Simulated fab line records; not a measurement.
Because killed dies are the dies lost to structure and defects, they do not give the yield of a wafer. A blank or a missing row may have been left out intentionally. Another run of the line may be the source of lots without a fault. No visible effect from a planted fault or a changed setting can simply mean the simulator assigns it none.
Problem report, 8D (eight disciplines) form, completed by code	flow gf180mcu	the parts of the form that need people (team, actions taken, sign-off) are left out

1. PROBLEM STATEMENT
Mean TOP_METAL_ALCU_RS at GF_TOP_METAL_RS_MEAS_05: 0.0478 ohm/sq over 4 wafers in 2 lots; fault-free wafers: 0.0328 ohm/sq, standard deviation 0.00039. Measured from the usual mean, that is +38 standard deviations.
The step: measures by four-point-probe.
First seen on wafer L704.2, day 31 09:31, on film_metro-01. Wafers with a number at this step in the record: 33, from 11 lots. By rule, "out" or "out of limits" means more than 4 standard deviations away from the usual mean. The rest of the wafers with a number are treated as sound.

2. WHAT IT IS, AND WHAT IT ISN'T
question	is	is not
which readings at this step	TOP_METAL_ALCU_RS	-
which lots	L704, L707	L691, L693, L694, L695, L697, L699, L703, L713, L714
which wafers of those lots	L704.2, L704.4, L707.2, L707.4	L704.1, L707.1
read on which gauges	film_metro-01, film_metro-02	film_metro-04
when	from day 31 09:31	up to then (22 sound wafers); but 7 sound wafers of L707, L713, L714 came after

3. WHAT RULES OUT EACH SUSPECT
Counting: any tool at a process step up to the reading remains a suspect provided it ran every lot that is out. Sound lots after the first of them don't rule it out here, since some wafers of a struck lot are sound.
- the gauge at GF_TOP_METAL_RS_MEAS_05 has been ruled out. Those wafers that are out were read across 2 gauges (film_metro-01, film_metro-02).
- plasma_asher-03 at GF_M3_STRIP_17 (strips in O2/N2): kept. It ran every lot that is out, first L704 (day 26 05:39); its last sound lot up to then is L703 (day 25 22:25).
- pvd_sputter-01 at GF_TOP_METAL_SPUTTER_02 (material AlCu, target thk 900 nm, time 47.82 s): kept. It ran every lot that is out, first L704 (day 31 09:26); its last sound lot up to then is L699 (day 29 18:10).
The count leaves pvd_sputter-01 at GF_TOP_METAL_SPUTTER_02 and plasma_asher-03 at GF_M3_STRIP_17.

4. THE CAUSE (what the simulator had put in)
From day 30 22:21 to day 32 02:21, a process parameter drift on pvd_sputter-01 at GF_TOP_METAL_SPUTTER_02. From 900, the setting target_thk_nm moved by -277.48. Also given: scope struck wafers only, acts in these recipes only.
Of the 2 suspects that counting leaves, this tool is one.

5. THE CHAIN OF EFFECTS, in route order
Each row: a reading whose mean over the struck wafers that have a number lies more than 3 standard deviations from the usual. Only readings whose record carries a usual standard deviation are examined. hours: median over the lots of the time between each lot's start at the first step of this table that gives one and its start at this step. sigmas: the change, counted in usual standard deviations.
hours	step	reading	usual	on struck wafers	change	sigmas
0	GF_TOP_METAL_RS_MEAS_05	TOP_METAL_ALCU_RS	0.0328 ohm/sq	0.0478	+0.0149	+38
5	GF_TOP_METAL_THK_MEAS_06	TOP_METAL_ALCU_THK	925 nm	635	-290	-26

6. HOW IT WOULD HAVE BEEN CAUGHT EARLIER
Counted from the fault's start at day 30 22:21, it took 11 hours until the first out-of-limits reading at a measuring or inspecting step in this record, taken at day 31 09:31.
Tool readings at GF_TOP_METAL_SPUTTER_02 with a usual standard deviation given in the record: none out on any struck wafer, hence no alarm at a limit of 4 standard deviations on them.
Lots out: 2; of these, L707 started GF_TOP_METAL_SPUTTER_02 on pvd_sputter-01 after day 31 09:31. Had the tool been put on hold then, it would have been spared.
